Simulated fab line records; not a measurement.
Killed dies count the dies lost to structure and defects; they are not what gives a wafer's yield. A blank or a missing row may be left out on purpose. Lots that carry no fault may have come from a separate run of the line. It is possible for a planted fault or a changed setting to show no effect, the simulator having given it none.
What tool caused it? :: flow sky130 :: Sampling: 10 lots, 30 wafers, 5 of 708 route steps

WHAT EACH GAUGE READ, for each wafer
SKY_VT_ADJUST_NCORE_OVL_MEAS_08. Usual: VT_ADJUST_NCORE_OVL -0.5 nm, standard deviation 1.4.
lot: L289
measured: day 8 22:46
on: overlay-02
VT_ADJUST_NCORE_OVL (nm): -1.5 -0.4 -2.0
flag: 

lot: L291
measured: day 9 13:43
on: overlay-01
VT_ADJUST_NCORE_OVL (nm): -0.1 -1.7 -0.5
flag: 

lot: L292
measured: day 9 21:40
on: overlay-02
VT_ADJUST_NCORE_OVL (nm): -0.4 -0.5 0.5
flag: 

lot: L293
measured: day 10 02:35
on: overlay-01
VT_ADJUST_NCORE_OVL (nm): 0.3 -2.6 -1.7
flag: 

lot: L297
measured: day 11 10:44
on: overlay-02
VT_ADJUST_NCORE_OVL (nm): -2.9 -1.2 -3.4
flag: 

lot: L303
measured: day 13 14:10
on: overlay-02
VT_ADJUST_NCORE_OVL (nm): 1.9 1.6 1.0
flag: 

lot: L305
measured: day 13 23:13
on: overlay-02
VT_ADJUST_NCORE_OVL (nm): 0.9 2.3 0.5
flag: 

lot: L306
measured: day 14 12:19
on: overlay-01
VT_ADJUST_NCORE_OVL (nm): 0.6 1.7 0.6
flag: 

lot: L307
measured: day 14 13:35
on: overlay-02
VT_ADJUST_NCORE_OVL (nm): 1.5 0.8 1.3
flag: 

lot: L309
measured: day 15 03:52
on: overlay-02
VT_ADJUST_NCORE_OVL (nm): -1.1 -2.5 -0.8
flag: 

SKY_LDD_N_TW_MEAS_17. Usual: LDD_N_TW 2567, standard deviation 16.
lot: L289
measured: day 18 08:56
on: film_metro-02
LDD_N_TW: 2576 2569 2577
flag: 

lot: L291
measured: day 19 00:23
on: film_metro-02
LDD_N_TW: 2586 2591 2585
flag: 

lot: L292
measured: day 19 10:08
on: film_metro-03
LDD_N_TW: 2565 2563 2574
flag: 

lot: L293
measured: day 19 16:44
on: film_metro-02
LDD_N_TW: 2596 2590 2579
flag: 

lot: L297
measured: day 21 11:15
on: film_metro-03
LDD_N_TW: 2563 2568 2555
flag: 

lot: L303
measured: day 24 10:01
on: film_metro-01
LDD_N_TW: 2630 2637 2639
flag: OFF

lot: L305
measured: day 24 15:38
on: film_metro-02
LDD_N_TW: 2693 2668 2663
flag: OFF

lot: L306
measured: day 25 00:04
on: film_metro-02
LDD_N_TW: 2572 2592 2590
flag: 

lot: L307
measured: day 25 04:49
on: film_metro-02
LDD_N_TW: 2574 2567 2584
flag: 

lot: L309
measured: day 25 19:34
on: film_metro-01
LDD_N_TW: 2547 2546 2568
flag: 

WHAT TOOL EACH LOT RAN ON (gives the tool, then ch and the chambers of the sampled wafers, and finally the start)
lot: L289
SKY_VT_ADJUST_HVTP_STRIP_10: plasma_asher-03 ch 0,1, day 6 11:12
SKY_LDD_N_IMPLANT_08: implanter-04 ch 0, day 18 07:38
SKY_LDD_N_STRIP_16: plasma_asher-04 ch 0,1, day 18 08:50

lot: L291
SKY_VT_ADJUST_HVTP_STRIP_10: plasma_asher-01 ch 0,1, day 7 00:53
SKY_LDD_N_IMPLANT_08: implanter-03 ch 0, day 18 23:05
SKY_LDD_N_STRIP_16: plasma_asher-03 ch 0,1, day 19 00:17

lot: L292
SKY_VT_ADJUST_HVTP_STRIP_10: plasma_asher-01 ch 0, day 7 06:21
SKY_LDD_N_IMPLANT_08: implanter-02 ch 0, day 19 08:51
SKY_LDD_N_STRIP_16: plasma_asher-04 ch 0,1, day 19 10:02

lot: L293
SKY_VT_ADJUST_HVTP_STRIP_10: plasma_asher-03 ch 0,1, day 7 11:27
SKY_LDD_N_IMPLANT_08: implanter-04 ch 0, day 19 15:26
SKY_LDD_N_STRIP_16: plasma_asher-04 ch 0,1, day 19 16:38

lot: L297
SKY_VT_ADJUST_HVTP_STRIP_10: plasma_asher-02 ch 0,1, day 8 15:00
SKY_LDD_N_IMPLANT_08: implanter-02 ch 0, day 21 10:00
SKY_LDD_N_STRIP_16: plasma_asher-03 ch 0,1, day 21 11:10

lot: L303
SKY_VT_ADJUST_HVTP_STRIP_10: plasma_asher-03 ch 0,1, day 10 12:30
SKY_LDD_N_IMPLANT_08: implanter-02 ch 0, day 24 08:43
SKY_LDD_N_STRIP_16: plasma_asher-03 ch 0,1, day 24 09:55

lot: L305
SKY_VT_ADJUST_HVTP_STRIP_10: plasma_asher-03 ch 0,1, day 10 20:45
SKY_LDD_N_IMPLANT_08: implanter-02 ch 0, day 24 14:19
SKY_LDD_N_STRIP_16: plasma_asher-04 ch 0,1, day 24 15:31

lot: L306
SKY_VT_ADJUST_HVTP_STRIP_10: plasma_asher-02 ch 0,1, day 11 08:38
SKY_LDD_N_IMPLANT_08: implanter-04 ch 0, day 24 22:46
SKY_LDD_N_STRIP_16: plasma_asher-04 ch 0,1, day 24 23:58

lot: L307
SKY_VT_ADJUST_HVTP_STRIP_10: plasma_asher-01 ch 0,1, day 11 10:02
SKY_LDD_N_IMPLANT_08: implanter-03 ch 0, day 25 03:34
SKY_LDD_N_STRIP_16: plasma_asher-01 ch 0,1, day 25 04:43

lot: L309
SKY_VT_ADJUST_HVTP_STRIP_10: plasma_asher-01 ch 1, day 11 22:24
SKY_LDD_N_IMPLANT_08: implanter-03 ch 0, day 25 18:16
SKY_LDD_N_STRIP_16: plasma_asher-04 ch 0,1, day 25 19:28
- SKY_VT_ADJUST_HVTP_STRIP_10: strips in O2/N2.
- SKY_LDD_N_IMPLANT_08
- SKY_LDD_N_STRIP_16: strips in O2/N2.

AS READ BY THE TOOLS THEMSELVES (means over the sampled wafers that have a number; for cases with no such wafer, the mark the record gives instead)
SKY_VT_ADJUST_HVTP_STRIP_10. Usual: chamber_pressure_mTorr 1500.1 mTorr, standard deviation 1.3; drypump_motor_current_A 5.65 A, standard deviation 0.22; oes_product_au 0.716 a.u., standard deviation 0.0046; strip_time_to_endpoint_s 14.18 s, standard deviation 0.043.
lot: L289
tool: plasma_asher-03
chamber_pressure_mTorr (mTorr): 1500.5
drypump_motor_current_A (A): 5.96
oes_product_au (a.u.): 0.718
strip_time_to_endpoint_s (s): 14.13
flag: 

lot: L291
tool: plasma_asher-01
chamber_pressure_mTorr (mTorr): 1500.7
drypump_motor_current_A (A): 5.43
oes_product_au (a.u.): 0.716
strip_time_to_endpoint_s (s): 14.20
flag: 

lot: L292
tool: plasma_asher-01
chamber_pressure_mTorr (mTorr): 1501.2
drypump_motor_current_A (A): 5.44
oes_product_au (a.u.): 0.715
strip_time_to_endpoint_s (s): 14.21
flag: 

lot: L293
tool: plasma_asher-03
chamber_pressure_mTorr (mTorr): 1499.6
drypump_motor_current_A (A): 5.95
oes_product_au (a.u.): 0.717
strip_time_to_endpoint_s (s): 14.17
flag: 

lot: L297
tool: plasma_asher-02
chamber_pressure_mTorr (mTorr): 1499.7
drypump_motor_current_A (A): 5.54
oes_product_au (a.u.): 0.714
strip_time_to_endpoint_s (s): 14.13
flag: 

lot: L303
tool: plasma_asher-03
chamber_pressure_mTorr (mTorr): 1499.3
drypump_motor_current_A (A): 5.93
oes_product_au (a.u.): 0.716
strip_time_to_endpoint_s (s): 14.15
flag: 

lot: L305
tool: plasma_asher-03
chamber_pressure_mTorr (mTorr): 1498.9
drypump_motor_current_A (A): 5.96
oes_product_au (a.u.): 0.716
strip_time_to_endpoint_s (s): 14.12
flag: 

lot: L306
tool: plasma_asher-02
chamber_pressure_mTorr (mTorr): 1499.2
drypump_motor_current_A (A): 5.60
oes_product_au (a.u.): 0.715
strip_time_to_endpoint_s (s): 14.17
flag: 

lot: L307
tool: plasma_asher-01
chamber_pressure_mTorr (mTorr): 1499.7
drypump_motor_current_A (A): 5.45
oes_product_au (a.u.): 0.718
strip_time_to_endpoint_s (s): 14.17
flag: 

lot: L309
tool: plasma_asher-01
chamber_pressure_mTorr (mTorr): 1500.2
drypump_motor_current_A (A): 5.46
oes_product_au (a.u.): 0.716
strip_time_to_endpoint_s (s): 14.18
flag: 

SKY_LDD_N_IMPLANT_08. Usual: beam_on_s 10.01 s, standard deviation 0.18; dose_ions_cm2 7.499e+13, standard deviation 7.8e+10; faraday_current_uA 422, standard deviation 7.4.
lot: L289
tool: implanter-04
beam_on_s (s): 10.03
dose_ions_cm2: 7.496e+13
faraday_current_uA: 423
flag: 

lot: L291
tool: implanter-03
beam_on_s (s): 9.89
dose_ions_cm2: 7.495e+13
faraday_current_uA: 427
flag: 

lot: L292
tool: implanter-02
beam_on_s (s): 9.97
dose_ions_cm2: 7.495e+13
faraday_current_uA: 424
flag: 

lot: L293
tool: implanter-04
beam_on_s (s): 9.86
dose_ions_cm2: 7.498e+13
faraday_current_uA: 428
flag: 

lot: L297
tool: implanter-02
beam_on_s (s): 10.04
dose_ions_cm2: 7.495e+13
faraday_current_uA: 420
flag: 

lot: L303
tool: implanter-02
beam_on_s (s): 13.69
dose_ions_cm2: 1.436e+14
faraday_current_uA: 591
flag: OFF

lot: L305
tool: implanter-02
beam_on_s (s): 13.70
dose_ions_cm2: 1.437e+14
faraday_current_uA: 592
flag: OFF

lot: L306
tool: implanter-04
beam_on_s (s): 10.08
dose_ions_cm2: 7.497e+13
faraday_current_uA: 421
flag: 

lot: L307
tool: implanter-03
beam_on_s (s): 9.82
dose_ions_cm2: 7.501e+13
faraday_current_uA: 429
flag: 

lot: L309
tool: implanter-03
beam_on_s (s): 9.98
dose_ions_cm2: 7.490e+13
faraday_current_uA: 424
flag: 

SKY_LDD_N_STRIP_16. Usual: chamber_pressure_mTorr 1500.2 mTorr, standard deviation 1.4; drypump_motor_current_A 5.5 A, standard deviation 0.36; oes_product_au 0.407 a.u., standard deviation 0.0042; strip_time_to_endpoint_s 4.314 s, standard deviation 0.013.
lot: L289
tool: plasma_asher-04
chamber_pressure_mTorr (mTorr): 1500.3
drypump_motor_current_A (A): 5.2
oes_product_au (a.u.): 0.405
strip_time_to_endpoint_s (s): 4.310
flag: 

lot: L291
tool: plasma_asher-03
chamber_pressure_mTorr (mTorr): 1500.0
drypump_motor_current_A (A): 6.0
oes_product_au (a.u.): 0.404
strip_time_to_endpoint_s (s): 4.320
flag: 

lot: L292
tool: plasma_asher-04
chamber_pressure_mTorr (mTorr): 1500.4
drypump_motor_current_A (A): 5.2
oes_product_au (a.u.): 0.409
strip_time_to_endpoint_s (s): 4.321
flag: 

lot: L293
tool: plasma_asher-04
chamber_pressure_mTorr (mTorr): 1500.7
drypump_motor_current_A (A): 5.1
oes_product_au (a.u.): 0.409
strip_time_to_endpoint_s (s): 4.320
flag: 

lot: L297
tool: plasma_asher-03
chamber_pressure_mTorr (mTorr): 1499.5
drypump_motor_current_A (A): 5.9
oes_product_au (a.u.): 0.410
strip_time_to_endpoint_s (s): 4.301
flag: 

lot: L303
tool: plasma_asher-03
chamber_pressure_mTorr (mTorr): 1500.4
drypump_motor_current_A (A): 6.0
oes_product_au (a.u.): 0.404
strip_time_to_endpoint_s (s): 4.501
flag: OFF

lot: L305
tool: plasma_asher-04
chamber_pressure_mTorr (mTorr): 1500.8
drypump_motor_current_A (A): 5.2
oes_product_au (a.u.): 0.410
strip_time_to_endpoint_s (s): 4.517
flag: OFF

lot: L306
tool: plasma_asher-04
chamber_pressure_mTorr (mTorr): 1502.0
drypump_motor_current_A (A): 5.2
oes_product_au (a.u.): 0.405
strip_time_to_endpoint_s (s): 4.327
flag: 

lot: L307
tool: plasma_asher-01
chamber_pressure_mTorr (mTorr): 1500.5
drypump_motor_current_A (A): 5.5
oes_product_au (a.u.): 0.409
strip_time_to_endpoint_s (s): 4.319
flag: 

lot: L309
tool: plasma_asher-04
chamber_pressure_mTorr (mTorr): 1498.2
drypump_motor_current_A (A): 5.1
oes_product_au (a.u.): 0.407
strip_time_to_endpoint_s (s): 4.329
flag: 

THE ANSWER, worked out from the rows above alone
Rule: a lot is off if the mean of its wafers that have a number lies more than 3 standard deviations from the usual mean. Also off: a lot with no number at a reading for which 4 or more lots have one. All remaining lots with rows at the step are treated as sound. After the gauges, taken in route order, come the tools' own readings; for these a lot's mean is taken, as printed above. At the first step where some lot is off, the reading lying furthest off is the one used; lots without a number count as furthest.
Off: at SKY_LDD_N_TW_MEAS_17 (LDD_N_TW), L303, L305.
If a tool, at a process step before that reading, ran all the lots that are off and no sound lot after the first of them, it fits. The gauges at SKY_LDD_N_TW_MEAS_17 aren't tried: what is off there is off at SKY_LDD_N_IMPLANT_08 too, on other tools, and a gauge's error can't cause that. 2 tools fit, plasma_asher-03 at SKY_VT_ADJUST_HVTP_STRIP_10 and implanter-02 at SKY_LDD_N_IMPLANT_08, so this cannot tell which one it is.

WHAT HAD BEEN PUT IN BY THE SIMULATOR
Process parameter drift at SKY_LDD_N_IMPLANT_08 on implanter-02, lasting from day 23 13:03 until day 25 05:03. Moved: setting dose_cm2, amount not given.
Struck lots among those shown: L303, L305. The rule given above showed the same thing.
